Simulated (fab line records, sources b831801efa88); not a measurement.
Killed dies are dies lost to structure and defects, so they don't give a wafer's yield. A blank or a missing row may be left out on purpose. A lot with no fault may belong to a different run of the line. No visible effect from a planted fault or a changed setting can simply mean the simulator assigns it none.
8D (eight disciplines) problem report, filled in by code ; flow gf180mcu ; the parts of the form that need people (team, actions taken, sign-off) are left out

1. WHAT WENT WRONG
cd nm at GF_NSD_CD_MEAS_07 reads a mean of 370.5 nm on 3 wafers of 3 lots; wafers without a fault read 399.9 nm with a standard deviation of 2.3. Relative to the usual mean, that is a shift of -13 standard deviations.
The step: target cd 400 nm.
First observed at day 15 19:55: wafer L934.4, on cd sem-02. The record holds 42 wafers of 15 lots with a number at this step. The rule behind "out" and "out of limits": a value lying over 4 standard deviations away from the usual mean. The rest of the wafers with a number are treated as sound.

2. WHAT IT IS; WHAT IT IS NOT
question;is;is not
which readings at this step;cd nm;-
which lots;L934, L935, L936;L928, L929, L930, L931, L943, L944, L945, L946, L947, L948, L949, L950
which wafers of those lots;L934.4, L935.4, L936.1;L934.3, L935.3, L936.6
read on which gauges;cd sem-01, cd sem-02;-
when;from day 15 19:55;"up to then (13 sound wafers); but 26 sound wafers of L935, L936, L943, L944, L945, L946, L947, L948, L949, L950 came after"

3. THE SUSPECTS, EACH WITH WHAT RULES IT OUT
Counting: any tool at a process step up to the reading remains a suspect provided it ran every lot that is out. Sound lots after the first of them don't rule it out here, since some wafers of a struck lot are sound.
- the gauge at GF_NSD_CD_MEAS_07 has been ruled out. Those wafers that are out were read across 2 gauges (cd sem-01, cd sem-02).
- litho track-03 at GF_NSD_DEVELOP_06 (develop time 60 s): kept. It ran every lot that is out, first L934 (day 15 19:46); its last sound lot up to then is L931 (day 14 09:31).
The count leaves litho track-03 at GF_NSD_DEVELOP_06.

4. THE CAUSE (what the simulator had put in)
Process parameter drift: litho track-03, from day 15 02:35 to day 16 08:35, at GF_NSD_DEVELOP_06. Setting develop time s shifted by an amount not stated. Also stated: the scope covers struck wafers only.
Counting left only this tool.

5. THE CHAIN OF EFFECTS, in route order
One row per reading whose mean, taken over the struck wafers that have a number, lies over 3 standard deviations from the usual. Only readings whose record carries a usual standard deviation are examined. hours: median over the lots of the time between each lot's start at the first step of this table that gives one and its start at this step. sigmas: the change, counted in usual standard deviations.
hours;step;reading;usual;on struck wafers;change;sigmas
0;GF_NSD_CD_MEAS_07;cd nm;399.9 nm;370.5;-29.4;-13
At these later measuring or inspecting steps, every struck wafer for which the step has a row has a number for every such reading, and none has moved that far: GF_SAB_CD_MEAS_09.

6. WHAT WOULD HAVE CAUGHT IT SOONER
In this record the first reading out of limits at a measuring or inspecting step was taken at day 15 19:55, 17 hours after the fault began at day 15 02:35.
Lots out: 3; of these, L935, L936 started GF_NSD_DEVELOP_06 on litho track-03 after day 15 19:55. A hold on the tool at that time would have spared those 2.
